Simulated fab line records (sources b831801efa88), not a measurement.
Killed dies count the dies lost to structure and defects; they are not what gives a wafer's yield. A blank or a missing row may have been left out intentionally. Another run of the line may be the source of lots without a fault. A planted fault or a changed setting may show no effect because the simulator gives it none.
fab line records | flow sky130
record lots=12 | wafers=36 | last-day=50
route steps=708 shown DNWELL@43 VT_ADJUST_NCORE@121 LI_CONTACT@375 CONTACT@410
lots with no fault: from the same line, run without faults
start-h: hours from the record's first day to the start of the lot's first wafer shown | wait-h: how many hours have passed since the lot's step before this one | " unchanged from the row above | L1.1+2: a row that stands for several wafers | - no value, or no start given | * or withheld: withheld | < > ~ a bound
route shown NAME@n: names a module that has steps shown in the file, with the first one's number in the route | usual: mean and standard deviation over wafers with no fault | same: alike in all rows | chamber/n: place in a boat | sites: each site's reading | _std_site: their standard deviation | _edge_site: mean of outer sites minus mean of inner sites | radius-mm: how far each site lies from the wafer's centre | mask NAME#n: copy n | behind: the last tool/chamber to shape the wafer | hold: cause of the lot's hold/its duration in hours/its outcome | device: names the non-switching transistor (n, p or np) | end of line: tests run on the same wafers once the route is complete | a step given without rows: its recipe and nothing more | killed: the dies lost at the first sort to structure and to defects; this is not the yield of the wafer | map: a wafer's dies, x killed, . not, _ none there
set.NAME: the setting the step ran with; set.NAME@STEP: the setting that earlier step ran with | model.NAME: the simulator's own value behind a step, which no gauge read
a sample of lots followed through the steps of the route, with each step as a table and each wafer as a row
services: the hour from which a tool's chamber was out of use, counted from the record's first day as start-h (under 0 if before that day), plus the number of hours and why
## steps
# step SKY_DNWELL_STRIP_08
# recipe chemistry=O2/N2 | power-w=1400 | pressure-mtorr=1500 | platen-temp-c=withheld | o2-flow-sccm=3000 | n2-flow-sccm=300 | overash-fraction=0.5
# usual drypump-motor-current-A=5.5/0.6 | n2-flow-sccm=300.0/0.89 | o2-flow-sccm=3001/8.5 | oes-product-au=0.723/0.0043 | strip-time-to-endpoint-s=36.91/0.1
lot.wafer | tool            | chamber | start-h | wait-h | drypump-motor-current-A | n2-flow-sccm | o2-flow-sccm | oes-product-au | rf-hours-counter-h | strip-time-to-endpoint-s
L392.2    | plasma-asher-03 | 1       | 50.07   | 0.1    | 5.8                     | 299.4        | 3001         | 0.727          | 38                 | 36.89
L392.3    | "               | 0       | "       | "      | 4.8                     | 299.2        | 2986         | 0.725          | -                  | 36.85
L392.5    | "               | 1       | "       | "      | 5.8                     | 299.4        | 3004         | 0.722          | -                  | 36.84
L393.1    | plasma-asher-04 | 0       | 56.26   | 0.1    | 4.9                     | 301.1        | 3006         | 0.723          | 37                 | 37.00
L393.4    | "               | 1       | "       | "      | 6.2                     | 300.8        | 2999         | 0.730          | -                  | 36.84
L393.6    | "               | 0       | "       | "      | 4.8                     | 299.4        | 2997         | 0.725          | -                  | 36.89
L394.1    | plasma-asher-03 | 0       | 60.11   | 0.1    | 4.8                     | 299.9        | 3018         | 0.718          | 39                 | 36.97
L394.2    | "               | 1       | "       | "      | 5.9                     | 299.3        | 3011         | 0.715          | 39                 | 37.04
L394.3    | "               | 1       | "       | "      | 5.9                     | 299.9        | 2993         | 0.720          | -                  | 37.00
L395.3    | plasma-asher-03 | 1       | 71.72   | 0.1    | 5.9                     | 299.2        | 2994         | 0.721          | -                  | 36.93
L395.5    | "               | 1       | "       | "      | 5.9                     | 300.3        | 2992         | 0.726          | -                  | 36.92
L395.6    | "               | 0       | "       | "      | 4.8                     | 299.9        | 2995         | 0.716          | -                  | 36.82
L396.2    | plasma-asher-03 | 0       | 76.29   | 0.1    | 4.8                     | 301.1        | 2989         | 0.729          | 41                 | 36.96
L396.3    | "               | 1       | "       | "      | 5.9                     | 300.2        | 3002         | 0.722          | -                  | 37.00
L396.5    | "               | 0       | "       | "      | 4.8                     | 301.0        | 2992         | 0.725          | -                  | 36.92
L401.1    | plasma-asher-03 | 0       | 111.05  | 0.1    | 4.8                     | 300.1        | 2994         | 0.725          | 45                 | 36.98
L401.4    | "               | 0       | "       | "      | 4.8                     | 300.3        | 3003         | 0.716          | -                  | 36.90
L401.5    | "               | 1       | "       | "      | 5.8                     | 300.0        | 3010         | 0.726          | -                  | 36.89
L407.2    | plasma-asher-04 | 1       | 134.39  | 0.1    | 6.2                     | 300.5        | 3000         | 0.721          | 1                  | 36.85
L407.3    | "               | 1       | "       | "      | 6.1                     | 301.4        | 3000         | 0.719          | -                  | 36.81
L407.4    | "               | 0       | "       | "      | 4.8                     | 300.1        | 3004         | 0.722          | -                  | 36.92
L408.2    | plasma-asher-01 | 1       | 140.49  | 0.1    | 6.3                     | 299.9        | 2999         | 0.727          | 32                 | 36.88
L408.3    | "               | 0       | "       | "      | 5.2                     | 301.0        | 2990         | 0.716          | -                  | 37.04
L408.6    | "               | 0       | "       | "      | 5.2                     | 299.8        | 3003         | 0.727          | -                  | 37.03
L409.1    | plasma-asher-04 | 1       | 145.11  | 0.1    | 6.1                     | 299.9        | 3003         | 0.726          | 3                  | 36.94
L409.4    | "               | 0       | "       | "      | 4.9                     | 299.5        | 2995         | 0.719          | -                  | 37.06
L409.6    | "               | 1       | "       | "      | 6.1                     | 297.8        | 3003         | 0.725          | -                  | 37.05
L411.2    | plasma-asher-03 | 1       | 159.16  | 0.1    | 5.8                     | 299.3        | 3010         | 0.722          | 50                 | 36.94
L411.4    | "               | 0       | "       | "      | 4.9                     | 299.5        | 3003         | 0.726          | -                  | 36.79
L411.5    | "               | 1       | "       | "      | 5.8                     | 299.8        | 2994         | 0.724          | -                  | 36.72
L412.3    | plasma-asher-03 | 0       | 162.98  | 0.1    | 4.8                     | 298.2        | 2998         | 0.729          | -                  | 36.89
L412.4    | "               | 1       | "       | "      | 5.8                     | 300.4        | 3012         | 0.730          | -                  | 36.99
L412.5    | "               | 0       | "       | "      | 4.8                     | 300.2        | 2999         | 0.724          | -                  | 37.09
L414.2    | plasma-asher-04 | 1       | 173.49  | 0.1    | 6.2                     | 299.3        | 3000         | 0.723          | 6                  | 36.89
L414.3    | "               | 0       | "       | "      | 4.9                     | 299.7        | 2991         | 0.726          | -                  | 36.83
L414.4    | "               | 1       | "       | "      | 6.2                     | 298.8        | 3008         | 0.728          | -                  | 36.89
# step SKY_VT_ADJUST_NCORE_COAT_02
# recipe resist=NOVOLAK | spin-rpm=3000 | resist-thk-nm=1140
lot.wafer  | tool           | chamber | start-h | wait-h
L392.2+3+5 | litho-track-04 | 0       | 165.95  | 0.1
L393.1+4+6 | litho-track-04 | 0       | 175.73  | 0.1
L394.1+2+3 | litho-track-04 | 0       | 180.08  | 0.1
L395.3+5+6 | litho-track-04 | 0       | 195.83  | 0.1
L396.2+3+5 | litho-track-03 | 0       | 200.56  | 0.1
L401.1+4+5 | litho-track-03 | 0       | 245.38  | 0.1
L407.2+3+4 | litho-track-03 | 0       | 277.56  | 0.1
L408.2+3+6 | litho-track-03 | 0       | 285.96  | 0.1
L409.1+4+6 | litho-track-01 | 0       | 290.75  | 0.1
L411.2+4+5 | litho-track-04 | 0       | 309.15  | 0.1
L412.3+4+5 | litho-track-04 | 0       | 314.58  | 0.1
L414.2+3+4 | litho-track-01 | 0       | 326.17  | 0.1
# step SKY_VT_ADJUST_NCORE_STRIP_10
# recipe chemistry=O2/N2 | power-w=1400 | pressure-mtorr=1500 | platen-temp-c=withheld | o2-flow-sccm=3000 | n2-flow-sccm=300 | overash-fraction=0.5
# usual drypump-motor-current-A=5.7/0.48 | n2-flow-sccm=299.9/0.86 | o2-flow-sccm=3001/9.9 | oes-product-au=0.716/0.0049 | strip-time-to-endpoint-s=14.19/0.042
lot.wafer | tool            | chamber | start-h | wait-h | drypump-motor-current-A | n2-flow-sccm | o2-flow-sccm | oes-product-au | rf-hours-counter-h | strip-time-to-endpoint-s
L392.2    | plasma-asher-02 | 1       | 176.54  | 0.1    | 5.8                     | 301.4        | 2999         | 0.721          | 48                 | 14.19
L392.3    | "               | 0       | "       | "      | 6.0                     | 300.3        | 2988         | 0.719          | -                  | 14.19
L392.5    | "               | 1       | "       | "      | 5.8                     | 300.1        | 2998         | 0.717          | -                  | 14.20
L393.1    | plasma-asher-02 | 1       | 187.23  | 0.1    | 5.8                     | 298.0        | 3001         | 0.720          | 49                 | 14.09
L393.4    | "               | 0       | "       | "      | 6.0                     | 297.7        | 3011         | 0.714          | -                  | 14.10
L393.6    | "               | 1       | "       | "      | 5.8                     | 298.7        | 3009         | 0.716          | -                  | 14.12
L394.1    | plasma-asher-03 | 0       | 191.35  | 0.1    | 4.8                     | 299.7        | 2999         | 0.710          | 53                 | 14.18
L394.2    | "               | 1       | "       | "      | 5.8                     | 298.3        | 2989         | 0.714          | 53                 | 14.18
L394.3    | "               | 1       | "       | "      | 5.8                     | 300.0        | 2965         | 0.712          | -                  | 14.24
L395.3    | plasma-asher-02 | 0       | 206.47  | 0.1    | 6.0                     | 299.3        | 3004         | 0.715          | -                  | 14.15
L395.5    | "               | 1       | "       | "      | 5.8                     | 299.1        | 3000         | 0.713          | -                  | 14.21
L395.6    | "               | 0       | "       | "      | 6.0                     | 299.8        | 2998         | 0.711          | -                  | 14.18
L396.2    | plasma-asher-02 | 1       | 210.68  | 0.1    | 5.8                     | 299.4        | 2995         | 0.718          | 52                 | 14.17
L396.3    | "               | 1       | "       | "      | 5.8                     | 300.5        | 2991         | 0.725          | -                  | 14.24
L396.5    | "               | 0       | "       | "      | 6.0                     | 299.6        | 2999         | 0.714          | -                  | 14.19
L401.1    | plasma-asher-02 | 0       | 257.88  | 0.1    | 6.0                     | 299.5        | 3013         | 0.719          | 56                 | 14.22
L401.4    | "               | 1       | "       | "      | 5.8                     | 299.7        | 2987         | 0.725          | -                  | 14.17
L401.5    | "               | 1       | "       | "      | 5.8                     | 300.3        | 2992         | 0.719          | -                  | 14.21
L407.2    | plasma-asher-03 | 0       | 289.99  | 0.1    | 4.8                     | 301.0        | 2995         | 0.716          | 63                 | 14.72
L407.3    | "               | 0       | "       | "      | 4.8                     | 301.6        | 3007         | 0.713          | -                  | 14.75
L407.4    | "               | 1       | "       | "      | 5.8                     | 301.5        | 2987         | 0.716          | -                  | 14.75
L408.2    | plasma-asher-02 | 0       | 298.69  | 0.1    | 6.0                     | 299.7        | 2999         | 0.721          | 60                 | 14.73
L408.3    | "               | 1       | "       | "      | 5.8                     | 301.2        | 2987         | 0.713          | -                  | 14.71
L408.6    | "               | 0       | "       | "      | 6.0                     | 300.0        | 2984         | 0.715          | -                  | 14.71
L409.1    | plasma-asher-02 | 0       | 304.04  | 0.1    | 6.0                     | 298.9        | 3014         | 0.716          | 60                 | 14.15
L409.4    | "               | 0       | "       | "      | 6.0                     | 299.2        | 3030         | 0.723          | -                  | 14.19
L409.6    | "               | 1       | "       | "      | 5.8                     | 300.1        | 2993         | 0.717          | -                  | 14.18
L411.2    | plasma-asher-02 | 0       | 322.45  | 0.1    | 6.0                     | 300.7        | 3019         | 0.716          | 62                 | 14.13
L411.4    | "               | 0       | "       | "      | 6.0                     | 300.2        | 3000         | 0.718          | -                  | 14.18
L411.5    | "               | 1       | "       | "      | 5.8                     | 300.2        | 2986         | 0.714          | -                  | 14.16
L412.3    | plasma-asher-03 | 1       | 327.79  | 0.1    | 5.8                     | 299.8        | 3011         | 0.714          | -                  | 14.17
L412.4    | "               | 0       | "       | "      | 4.8                     | 300.4        | 3007         | 0.720          | -                  | 14.23
L412.5    | "               | 1       | "       | "      | 5.8                     | 299.7        | 3011         | 0.714          | -                  | 14.15
L414.2    | plasma-asher-03 | 1       | 339.93  | 0.1    | 5.9                     | 300.9        | 2992         | 0.712          | 68                 | 14.13
L414.3    | "               | 0       | "       | "      | 4.8                     | 300.9        | 2988         | 0.721          | -                  | 14.17
L414.4    | "               | 1       | "       | "      | 5.8                     | 301.6        | 2994         | 0.716          | -                  | 14.14
# step SKY_LI_CONTACT_OVL_MEAS_13
# usual LI_CONTACT_OVL=1/6.3
lot.wafer | tool       | chamber | start-h | wait-h | LI_CONTACT_OVL[nm]
L392.2    | overlay-02 | -       | 663.86  | 0.1    | -11
L392.3    | "          | -       | "       | "      | -1
L392.5    | "          | -       | "       | "      | -2
L393.1    | overlay-02 | -       | 686.95  | 0.1    | -6
L393.4    | "          | -       | "       | "      | -8
L393.6    | "          | -       | "       | "      | 5
L394.1    | overlay-02 | -       | 687.63  | 0.1    | -2
L394.2    | "          | -       | "       | "      | 1
L394.3    | "          | -       | "       | "      | 0
L395.3    | overlay-02 | -       | 711.14  | 0.1    | -9
L395.5    | "          | -       | "       | "      | 3
L395.6    | "          | -       | "       | "      | -1
L396.2    | overlay-01 | -       | 718.01  | 0.1    | 7
L396.3    | "          | -       | "       | "      | 20
L396.5    | "          | -       | "       | "      | 9
L401.1    | overlay-01 | -       | 772.03  | 0.1    | -3
L401.4    | "          | -       | "       | "      | -2
L401.5    | "          | -       | "       | "      | 9
L407.2    | overlay-02 | -       | 797.04  | 0.1    | -4
L407.3    | "          | -       | "       | "      | -8
L407.4    | "          | -       | "       | "      | -11
L408.2    | overlay-01 | -       | 800.00  | 0.1    | -2
L408.3    | "          | -       | "       | "      | -1
L408.6    | "          | -       | "       | "      | -4
L409.1    | overlay-01 | -       | 810.45  | 0.1    | -3
L409.4    | "          | -       | "       | "      | -2
L409.6    | "          | -       | "       | "      | 2
L411.2    | overlay-01 | -       | 829.50  | 0.1    | 3
L411.4    | "          | -       | "       | "      | -2
L411.5    | "          | -       | "       | "      | 3
L412.3    | overlay-02 | -       | 835.66  | 0.1    | -5
L412.4    | "          | -       | "       | "      | -4
L412.5    | "          | -       | "       | "      | -2
L414.2    | overlay-01 | -       | 850.00  | 0.1    | 0
L414.3    | "          | -       | "       | "      | -8
L414.4    | "          | -       | "       | "      | -2
# step SKY_CONTACT_CMP_04
# recipe material=SiO2 | down-force-psi=4 | platen-rpm=60 | pad-velocity-m-s=0.94248
# usual motor-current-A=12.7/1.1 | time-to-endpoint-s=82/4
lot.wafer | tool   | chamber | start-h | wait-h | motor-current-A | time-to-endpoint-s
L392.3    | cmp-01 | 0       | 695.05  | 0.0    | 11.7            | 83
L392.2    | "      | 1       | "       | "      | 12.4            | 86
L392.5    | "      | 1       | "       | "      | 13.5            | 85
L393.1    | cmp-01 | 0       | 716.63  | 0.1    | 13.1            | 76
L393.4    | "      | 3       | "       | "      | 12.7            | 80
L393.6    | "      | 0       | "       | "      | 13.1            | 78
L394.2    | cmp-01 | 2       | 717.88  | 0.0    | 14.5            | 82
L394.3    | "      | 3       | "       | "      | 13.8            | 80
L394.1    | "      | 1       | "       | "      | 12.5            | 77
L395.3    | cmp-02 | 3       | 741.78  | 0.2    | 13.5            | 85
L395.6    | "      | 0       | "       | "      | 11.2            | 81
L395.5    | "      | 1       | "       | "      | 10.2            | 85
L396.3    | cmp-01 | 0       | 747.36  | 0.4    | 12.3            | 83
L396.2    | "      | 1       | "       | "      | 13.1            | 92
L396.5    | "      | 3       | "       | "      | 13.4            | 96
L401.4    | cmp-01 | 2       | 801.09  | 0.0    | 13.4            | 87
L401.1    | "      | 1       | "       | "      | 12.0            | 81
L401.5    | "      | 2       | "       | "      | 13.3            | 83
L407.2    | cmp-01 | 3       | 826.69  | 0.0    | 12.9            | 89
L407.4    | "      | 1       | "       | "      | 12.8            | 81
L407.3    | "      | 2       | "       | "      | 13.8            | 82
L408.3    | cmp-02 | 3       | 829.83  | 0.0    | 13.1            | 78
L408.2    | "      | 0       | "       | "      | 11.3            | 82
L408.6    | "      | 3       | "       | "      | 13.2            | 80
L409.4    | cmp-02 | 0       | 839.33  | 0.1    | 10.7            | 83
L409.1    | "      | 2       | "       | "      | 12.4            | 88
L409.6    | "      | 0       | "       | "      | 10.8            | 81
L411.4    | cmp-01 | 0       | 858.59  | 0.6    | 12.3            | 84
L411.2    | "      | 1       | "       | "      | 12.9            | 84
L411.5    | "      | 3       | "       | "      | 14.3            | 89
L412.4    | cmp-01 | 0       | 863.53  | 0.1    | 12.8            | 78
L412.3    | "      | 1       | "       | "      | 12.6            | 84
L412.5    | "      | 2       | "       | "      | 14.4            | 79
L414.3    | cmp-01 | 0       | 877.70  | 0.0    | 12.5            | 74
L414.2    | "      | 1       | "       | "      | 12.1            | 78
L414.4    | "      | 2       | "       | "      | 13.1            | 80
## services
tool            | chamber | start-h | hours | kind
cmp-01          | -       | 48.62   | 2.6   | repair
plasma-asher-02 | -       | 142.00  | 11.0  | repair
cmp-01          | -       | 188.69  | 1.7   | repair
cmp-01          | -       | 205.78  | 1.9   | repair
plasma-asher-02 | -       | 207.31  | 0.4   | repair
cmp-01          | -       | 221.64  | 1.6   | repair
cmp-01          | -       | 232.00  | 4.0   | pm
plasma-asher-02 | -       | 235.32  | 1.4   | repair
plasma-asher-02 | -       | 245.57  | 2.8   | pm
cmp-01          | -       | 262.48  | 3.6   | repair
cmp-01          | -       | 342.22  | 3.7   | pm
cmp-01          | -       | 373.56  | 22.8  | pm
cmp-01          | -       | 401.13  | 0.4   | repair
plasma-asher-03 | -       | 402.37  | 28.1  | pm
cmp-01          | -       | 415.38  | 2.2   | repair
plasma-asher-02 | -       | 416.96  | 1.8   | repair
plasma-asher-03 | -       | 430.47  | 9.0   | pm
cmp-01          | -       | 442.19  | 1.4   | repair
cmp-01          | -       | 454.85  | 4.6   | pm
plasma-asher-03 | -       | 475.91  | 0.8   | repair
cmp-01          | -       | 572.00  | 4.0   | pm
cmp-01          | -       | 640.66  | 4.3   | repair
cmp-01          | -       | 643.32  | 2.0   | repair
cmp-01          | -       | 711.22  | 4.5   | pm
## key
first-sign step=SKY_VT_ADJUST_NCORE_STRIP_10 | reading=strip-time-to-endpoint-s | direction=up | sigmas=13 | usual=* | struck=*
effect none on later readings
met-at SKY_VT_ADJUST_NCORE_COAT_02
struck-lots L407,L408
tester-left-out L407,L408
not-acting-at SKY_DNWELL_STRIP_08,SKY_LI_CONTACT_OVL_MEAS_13,SKY_CONTACT_CMP_04
onset-between 245.38 277.56
fault kind=process-parameter-drift | tool=litho-track-03 | chamber=- | onset-h=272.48 | steps=SKY_VT_ADJUST_NCORE_COAT_02 | channel=resist-thk-nm | offset=46.844 | shape=step | end-h=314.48 | acts-in=these-recipes-only | stated=1140
# tester-left-out: of these lots the tester's yield and bins aren't shown, on N5 and GAA mostly nor the transistor test; their killed dies are dies lost to structure and defects alone, not to doping, threshold or leakage, so they don't give the yield
